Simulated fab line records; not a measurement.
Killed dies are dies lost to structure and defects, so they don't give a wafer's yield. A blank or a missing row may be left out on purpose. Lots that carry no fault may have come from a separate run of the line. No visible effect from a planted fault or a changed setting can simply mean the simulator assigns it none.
A lot that was struck, set against a sound lot	flow sky130	22 out of 708 route steps
Sound: the wafers L656.1, L656.2, L656.4. The struck wafers were L674.3, L674.5. Last of all comes the cause.
Per side, at each step with rows, come the tool, then ch with its chambers, and then its first start. Under that, the readings that differ: sound wafers	struck wafers	difference of the means	sigmas: that difference in standard deviations of wafers without a fault.
alike: same words and numbers on both sides, and readings whose means sit less than 2 such deviations apart. not compared: any withheld reading, any reading some wafer has no value for, any bound like >300 that may hide the same value, and any number with overlapping values for which the record gives no deviation.
The two part at a step that has a row with sigmas, a row that says differs or no value, or rows on one side only. When numbers do not overlap yet have no deviation, they are printed without sigmas and do not part them. A reading that every wafer of one side lacks parts them only if that side has two wafers or more.

SKY_SD_N_RTA_14: time 2 s.
  sound on rtpAnneal-02 ch 0, day 28 05:43; struck on rtpAnneal-02 ch 0, day 34 05:21
  alike: annealTempCMax, lampPowerPct, wafer_temp_C_max
SKY_SD_N_RS_MEAS_16: a four-point-probe measurement.
  struck on filmMetro-03, day 34 05:32; sound on filmMetro-03, day 28 05:53
  alike: SD_N_RS
SKY_SD_N_RS_MEAS_17: a four-point-probe measurement.
  struck on filmMetro-03, day 34 05:40; sound on filmMetro-03, day 28 06:01
reading	sound	struck	difference	sigmas
SD_P_RS (ohm/sq)	147.2 147.5 147.2	146.3 146.3	-1.0	-2
SKY_SD_N_RS_MEAS_18: a four-point-probe measurement.
  struck on filmMetro-03, day 34 05:47; sound on filmMetro-03, day 28 06:08
reading	sound	struck	difference	sigmas
RES_XHIGH_RS (ohm/sq)	335.0 333.6 334.6	331.0 331.5	-3.2	-2
then, 2 steps without rows for these wafers: SKY_SALICIDE_CLEAN_00 (cleans in HF-last, time 30 s); SKY_LI_CONTACT_HDPCVD_00 (deposits PSG, target thk 930 nm, time 155 s).
SKY_LI_CONTACT_THK_MEAS_01:
  struck on filmMetro-02, day 34 06:00; sound on filmMetro-01, day 28 06:23
  alike: LI_CONTACT_HDPCVD_THK
SKY_LI_CONTACT_CMP_02: polishes PSG.
  sound on cmp-01 ch 0,2,3, day 28 06:26; struck on cmp-02 ch 1,3, day 34 06:11
  alike: headPressurePsi, motorCurrentA, timeToEndpointS
SKY_LI_CONTACT_BOW_MEAS_03:
  struck on filmMetro-03, day 34 06:23; sound on filmMetro-02, day 28 06:44
  alike: LI_CONTACT_BOW
then, 2 steps without rows for these wafers: SKY_LI_CONTACT_DEHYDRATE_04 (time 60 s); SKY_LI_CONTACT_HMDS_05 (prime time 60 s).
SKY_LI_CONTACT_COAT_06: resist thk 60 nm.
  sound on lithoTrack-02 ch 0, day 28 21:11; struck on lithoTrack-01 ch 0, day 34 19:48
then, 5 steps without rows for these wafers: SKY_LI_CONTACT_COAT_07 (resist thk 450 nm); SKY_LI_CONTACT_SOFTBAKE_08 (time 90 s); SKY_LI_CONTACT_EXPOSE_09 (exposes mask LICM1, target cd 170 nm); SKY_LI_CONTACT_PEB_10; SKY_LI_CONTACT_DEVELOP_11 (develop time 60 s).
SKY_LI_CONTACT_CD_MEAS_12 targets a cd of 170 nm.
  struck on cdSem-01, day 35 08:50; sound on cdSem-01, day 29 11:12
  alike: cdNm
SKY_LI_CONTACT_OVL_MEAS_13:
  struck on overlay-02, day 35 08:55; sound on overlay-02, day 29 11:19
  alike: LI_CONTACT_OVL
SKY_LI_CONTACT_ETCH_14: etches BARC in N2/H2, stops on SiO2, time 45.9 s, target depth 60 nm.
  sound on rieDiel-03 ch 1,2,3, day 29 11:22; struck on rieDiel-01 ch 2, day 35 08:56
reading	sound	struck	difference	sigmas
model.etch.depthNm (nm)	60.17 60.01 59.97	59.36 59.18	-0.78	
  alike: drypumpMotorCurrentA, oesProductAu, throttleValvePct
  not compared: rfHoursCounterH
SKY_LI_CONTACT_ETCH_15: etches PSG in C4F8/O2/Ar, stops on Si, target depth 600 nm.
  sound on rieDiel-03 ch 1,2,3, day 29 11:24; struck on rieDiel-01 ch 2, day 35 08:59
  alike: oesProductAu
following that, these wafers have no rows for 1 step: SKY_PAD_OPEN_PROBE_99.

## WHERE THEY PART
At SKY_SD_N_RS_MEAS_17 first; at SKY_SD_N_RS_MEAS_18 last (within this record only). Later steps at which nothing parts them and some readings are alike: SKY_LI_CONTACT_THK_MEAS_01, SKY_LI_CONTACT_CMP_02, SKY_LI_CONTACT_BOW_MEAS_03, SKY_LI_CONTACT_CD_MEAS_12, SKY_LI_CONTACT_OVL_MEAS_13, SKY_LI_CONTACT_ETCH_14, SKY_LI_CONTACT_ETCH_15.

WHY: the cause the simulator had injected
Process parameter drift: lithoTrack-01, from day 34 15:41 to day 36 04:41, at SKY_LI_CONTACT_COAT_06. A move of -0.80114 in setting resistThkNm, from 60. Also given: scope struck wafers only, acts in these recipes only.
